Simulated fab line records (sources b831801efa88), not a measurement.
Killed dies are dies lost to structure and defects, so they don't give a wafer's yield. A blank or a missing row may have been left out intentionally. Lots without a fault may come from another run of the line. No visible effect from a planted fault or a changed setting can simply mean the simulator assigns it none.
Comparing a struck lot with a sound one || flow sky130 || 34 steps out of a route of 708
Sound: these wafers, L650.3, L650.4, L650.5. Struck: wafer L660.1 (L660.3, L660.6, from the same lot, were not struck and are left out); the cause is given at the end.
Each step with rows lists, per side, the tool, then ch with its chambers, then its first start. Under that, the readings that differ: sound wafers || struck wafers || difference of the means || sigmas: that difference in standard deviations of wafers without a fault.
alike: a reading whose means differ by less than 2 such deviations, as well as words and numbers matching on both sides. not compared: withheld readings; readings where some wafer has no value; bounds like >300 that might hide an equal value; numbers whose values overlap and for which the record gives no deviation.
A row with sigmas, a row that says differs or no value, or rows on one side alone: a step with any of these is where the two part. Numbers that don't overlap but have no deviation are shown without sigmas and don't part them. Lack of a reading on every wafer of one side parts them only where that side has two or more wafers.

first, 9 steps without rows for these wafers: SKY_METAL1_DEVELOP_14 (develop time 60 s); SKY_METAL1_DESCUM_17 (chemistry O2, time 8 s); SKY_METAL1_ETCH_18 (etches BARC in N2/H2, stops on SiO2, time 45.9 s, target depth 60 nm); SKY_METAL1_METAL_ETCH_19 (etches the open film in Cl2/BCl3, stops on SiO2, target depth 360 nm, time 78 s); SKY_METAL1_STRIP_20 (strips in O2/N2); SKY_METAL1_STRIP_21 (strips in post etch residue remover, time 1200 s); SKY_METAL1_CLEAN_22 (cleans in IPA, time 180 s); SKY_METAL1_CLEAN_23 (cleans in O3/DIW); SKY_VIA1_HDPCVD_00 (deposits SiO2, target thk 1030 nm, time 171.7 s).
SKY_VIA1_CMP_02: polishes SiO2.
  sound on cmp-01 ch 1,3, day 33 18:45; struck on cmp-01 ch 1, day 37 15:14
{"reading": "model.SiO2_of_VIA1_HDPCVD_00.thk nm (nm)", "sound": "337.9 339.2 339.7", "struck": 585.4, "difference": "+246.5", "sigmas": ""}
  alike: motor current A
then, 9 steps without rows for these wafers: SKY_VIA1_DEHYDRATE_04 (time 60 s); SKY_VIA1_HMDS_05 (prime time 60 s); SKY_VIA1_COAT_06 (resist thk 60 nm); SKY_VIA1_COAT_07 (resist thk 450 nm); SKY_VIA1_SOFTBAKE_08 (time 90 s); SKY_VIA1_EXPOSE_09 (exposes mask VIM, target cd 150 nm); SKY_VIA1_PEB_10; SKY_VIA1_DEVELOP_11 (develop time 60 s); SKY_VIA1_ETCH_14 (etches BARC in N2/H2, stops on SiO2, time 45.9 s, target depth 60 nm).
SKY_VIA1_ETCH_15: etches SiO2 in C4F8/O2/Ar, stops on TiN, target depth 351 nm, time 54 s.
  sound on rie diel-03 ch 1,2, day 34 22:13; struck on rie diel-01 ch 2, day 38 17:22
{"reading": "oes product au (a.u.)", "sound": "0.976 0.976 0.975", "struck": 1.032, "difference": "+0.056", "sigmas": "+9"}
{"reading": "model.etch.depth nm (nm)", "sound": "337.9 339.2 339.7", "struck": 360.1, "difference": "+21.2", "sigmas": ""}
{"reading": "model.VIA1.feature depth nm (nm)", "sound": "337.9 339.2 339.7", "struck": 360.1, "difference": "+21.2", "sigmas": ""}
  not compared: rf hours counter h
then, 12 steps without rows for these wafers: SKY_VIA1_STRIP_16 (strips in O2/N2); SKY_VIA1_STRIP_17 (strips in post etch residue remover, time 1200 s); SKY_VIA1_CLEAN_18 (cleans in IPA, time 180 s); SKY_VIA1_CLEAN_19 (cleans in O3/DIW); SKY_VIA1_SPUTTER_20 (material TiN, target thk 20 nm, time 80 s); SKY_VIA1_CVD_21 (deposits W, target thk 270 nm, time 80.902 s); SKY_VIA1_CMP_24 (polishes, stops on SiO2, t overpolish 15 s, target thk 0 nm); SKY_METAL2_SPUTTER_00 (material Ti, target thk 15 nm, time 10 s); SKY_METAL2_SPUTTER_01 (material TiN, target thk 20 nm, time 16.7 s); SKY_METAL2_SPUTTER_02 (material AlCu, target thk 250 nm, time 13.3 s); SKY_METAL2_SPUTTER_03 (material Ti, target thk 5 nm, time 3.3 s); SKY_METAL2_SPUTTER_04 (material TiN, target thk 70 nm, time 58.3 s).
SKY_METAL2_METAL_ETCH_19: etches the open film in Cl2/BCl3, stops on SiO2, target depth 360 nm, time 78 s.
  sound on rie metal-04 ch 0,1, day 36 08:35; struck on rie metal-02 ch 1, day 39 19:30
{"reading": "rf hours counter h (h)", "sound": "- - -", "struck": 9, "difference": "no value on the sound wafers", "sigmas": ""}
{"reading": "model.SiO2_of_VIA1_HDPCVD_00.thk nm (nm)", "sound": "323.6 325.2 325.4", "struck": 571.3, "difference": "+246.6", "sigmas": ""}
  alike: drypump motor current A, oes product au, throttle valve pct
-- the record jumps here: 10 days lie between the struck wafers' starts before and after (it left off in module METAL2 and takes up again in module PAD_OPEN, whose first step shown is number 708 of the route) --
SKY_PAD_OPEN_PROBE_99:
  sound on prober-01 at day 46 17:15; struck on prober-01 at day 49 11:28
{"reading": "model.etest.tester.sort n pass", "sound": "418 403 401", "struck": 0, "difference": -407, "sigmas": ""}
{"reading": "model.etest.tester.sort_bin_5_pct (%)", "sound": "8.537 11.18 11.59", "struck": 93.29, "difference": "+82.85", "sigmas": ""}
{"reading": "model.etest.tester.sort yield pct (%)", "sound": "84.96 81.91 81.5", "struck": 0, "difference": -83, "sigmas": ""}
{"reading": "model.etest.nfet_16v.under floor", "sound": "0 0 0", "struck": 1, "difference": "+1", "sigmas": ""}
{"reading": "model.etest.nfet_01v8.open", "sound": "0 0 0", "struck": 1, "difference": "+1", "sigmas": ""}
{"reading": "model.etest.res high po.open", "sound": "0 0 0", "struck": 1, "difference": "+1", "sigmas": ""}
{"reading": "model.etest.nfet g5v0d10v5.under floor", "sound": "0 0 0", "struck": 1, "difference": "+1", "sigmas": ""}
{"reading": "model.etest.li comb.under floor", "sound": "0 0 0", "struck": 1, "difference": "+1", "sigmas": ""}
  alike: defect limited yield, killed_at_M0_to_M3, killed_at_M4_up, killed at contacts, killed at front end, killed at other, killed dies, killed open, killed short

## WHERE THEY PART
First at SKY_VIA1_ETCH_15; last, within this record, at SKY_METAL2_METAL_ETCH_19. Later steps at which nothing parts them and some readings are alike: SKY_PAD_OPEN_PROBE_99.

WHY: the cause the simulator had injected
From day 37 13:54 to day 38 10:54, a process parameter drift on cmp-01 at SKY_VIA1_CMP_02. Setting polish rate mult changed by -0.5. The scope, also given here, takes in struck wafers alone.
